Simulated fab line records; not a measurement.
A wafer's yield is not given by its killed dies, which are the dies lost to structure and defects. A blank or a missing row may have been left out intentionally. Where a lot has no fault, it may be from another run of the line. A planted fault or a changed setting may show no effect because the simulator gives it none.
Which tool was responsible? + flow sky130 + 13 lots, 39 wafers sampled, at 3 steps of a route of 708

== WHAT THE GAUGES SHOWED, per wafer ==
SKY_LOCAL_INTERCONNECT_RS_MEAS_01: measures by four-point-probe.
| lot  | measured     | on            | LOCAL_INTERCONNECT_TIN_RS (ohm/sq) |
|------|--------------|---------------|------------------------------------|
| L326 | day 30 11:34 | film-metro-02 | 14.30 14.17 14.31                  |
| L328 | day 30 14:39 | film-metro-01 | 13.94 13.71 13.76                  |
| L330 | day 30 18:04 | film-metro-02 | 14.30 14.14 14.13                  |
| L331 | day 30 18:32 | film-metro-02 | 14.39 14.41 14.35                  |
| L332 | day 31 16:18 | film-metro-02 | 14.40 14.60 14.48                  |
| L335 | day 32 03:48 | film-metro-02 | 13.97 14.09 13.95                  |
| L337 | day 32 14:58 | film-metro-02 | 14.00 13.92 13.96                  |
| L338 | day 33 06:24 | film-metro-01 | 14.25 14.00 14.02                  |
| L340 | day 33 13:35 | film-metro-03 | 14.01 14.15 14.19                  |
| L342 | day 34 15:29 | film-metro-01 | 14.39 14.36 14.43                  |
| L343 | day 34 18:48 | film-metro-01 | 14.24 14.31 14.18                  |
| L345 | day 35 11:05 | film-metro-03 | 14.09 14.18 14.08                  |
| L346 | day 35 20:26 | film-metro-02 | 14.14 14.22 14.16                  |

== EACH LOT AND THE TOOL THAT RAN IT (in order: tool; ch and the chambers of the sampled wafers; start) ==
| lot  | SKY_LI_CONTACT_ETCH_14             | SKY_LI_CONTACT_SPUTTER_20    |
|------|------------------------------------|------------------------------|
| L326 | rie-diel-04 ch 0,3, day 30 10:18   | pvd-sputter-02, day 30 10:49 |
| L328 | rie-diel-04 ch 1,2,3, day 30 13:21 | pvd-sputter-01, day 30 13:52 |
| L330 | rie-diel-03 ch 1,2,3, day 30 16:48 | pvd-sputter-02, day 30 17:19 |
| L331 | rie-diel-02 ch 2,3, day 30 17:18   | pvd-sputter-04, day 30 17:49 |
| L332 | rie-diel-02 ch 0,2,3, day 31 14:57 | pvd-sputter-01, day 31 15:27 |
| L335 | rie-diel-04 ch 1,2, day 32 02:16   | pvd-sputter-02, day 32 02:46 |
| L337 | rie-diel-03 ch 1,2,3, day 32 13:42 | pvd-sputter-04, day 32 14:13 |
| L338 | rie-diel-03 ch 0,2, day 33 05:09   | pvd-sputter-01, day 33 05:40 |
| L340 | rie-diel-03 ch 0,2,3, day 33 12:22 | pvd-sputter-04, day 33 12:52 |
| L342 | rie-diel-03 ch 0,1,3, day 34 14:15 | pvd-sputter-01, day 34 14:46 |
| L343 | rie-diel-03 ch 0,1,3, day 34 17:34 | pvd-sputter-04, day 34 18:04 |
| L345 | rie-diel-02 ch 0,1,2, day 35 09:51 | pvd-sputter-04, day 35 10:21 |
| L346 | rie-diel-03 ch 0,1,2, day 35 19:13 | pvd-sputter-04, day 35 19:43 |
- SKY_LI_CONTACT_ETCH_14: etches BARC in N2/H2, stops on SiO2, time 45.9 s, target depth 60 nm.
- SKY_LI_CONTACT_SPUTTER_20: material TiN, target thk 20 nm, time 80 s.

== WHAT THE TOOLS THEMSELVES READ (means of the sampled wafers that have a number; where no wafer has one, the mark that the record gives instead) ==
SKY_LI_CONTACT_ETCH_14.
| lot  | tool        | drypump-motor-current-A (A) | oes-product-au (a.u.) | throttle-valve-pct (%) |
|------|-------------|-----------------------------|-----------------------|------------------------|
| L326 | rie-diel-04 | 6.0                         | 0.854                 | 13.219                 |
| L328 | rie-diel-04 | 5.8                         | 0.851                 | 13.223                 |
| L330 | rie-diel-03 | 5.4                         | 0.856                 | 13.226                 |
| L331 | rie-diel-02 | 5.7                         | 0.854                 | 13.225                 |
| L332 | rie-diel-02 | 5.9                         | 0.852                 | 13.220                 |
| L335 | rie-diel-04 | 5.8                         | 0.858                 | 13.219                 |
| L337 | rie-diel-03 | 5.4                         | 0.856                 | 13.225                 |
| L338 | rie-diel-03 | 5.3                         | 0.853                 | 13.224                 |
| L340 | rie-diel-03 | 5.2                         | 0.854                 | 13.211                 |
| L342 | rie-diel-03 | 5.2                         | 0.851                 | 13.220                 |
| L343 | rie-diel-03 | 5.2                         | 0.854                 | 13.223                 |
| L345 | rie-diel-02 | 5.9                         | 0.856                 | 13.235                 |
| L346 | rie-diel-03 | 5.4                         | 0.856                 | 13.223                 |

SKY_LI_CONTACT_SPUTTER_20.
| lot  | tool           | chamber-pressure-pa (Pa) | throttle-valve-pct (%) |
|------|----------------|--------------------------|------------------------|
| L326 | pvd-sputter-02 | 5.012                    | 30.5                   |
| L328 | pvd-sputter-01 | 5.000                    | 30.6                   |
| L330 | pvd-sputter-02 | 5.006                    | 29.9                   |
| L331 | pvd-sputter-04 | 4.989                    | 29.3                   |
| L332 | pvd-sputter-01 | 5.003                    | 30.4                   |
| L335 | pvd-sputter-02 | 4.987                    | 29.9                   |
| L337 | pvd-sputter-04 | 4.990                    | 30.3                   |
| L338 | pvd-sputter-01 | 5.006                    | 30.5                   |
| L340 | pvd-sputter-04 | 4.991                    | 31.0                   |
| L342 | pvd-sputter-01 | 5.010                    | 30.6                   |
| L343 | pvd-sputter-04 | 5.001                    | 29.0                   |
| L345 | pvd-sputter-04 | 5.005                    | 29.2                   |
| L346 | pvd-sputter-04 | 5.009                    | 29.6                   |

== THE ANSWER, worked out from the rows above alone ==
Rule: the lots themselves supply what counts as usual. The widest of any qualifying gaps counts: lots, ordered by their means at a reading, are off when they make up no more than a third of the lots, leave a main group of 4 or more, and stand apart from it by 3 or more times the standard deviation of that group's means. A main group whose means are all the same, to the digits that the tables above print for the reading, isn't used. Also off: a lot with no number at a reading for which 4 or more lots have one. The other lots that the step has rows for count as sound. First the gauges in route order, then the tools' own readings, where a lot's mean is used as printed above. The first step at which some lot is off is used, and at that step the reading that is off furthest; a lot without a number counts as furthest.
Nothing can be told from this: no lot is off at any reading shown.

== WHAT THE SIMULATOR PUT IN ==
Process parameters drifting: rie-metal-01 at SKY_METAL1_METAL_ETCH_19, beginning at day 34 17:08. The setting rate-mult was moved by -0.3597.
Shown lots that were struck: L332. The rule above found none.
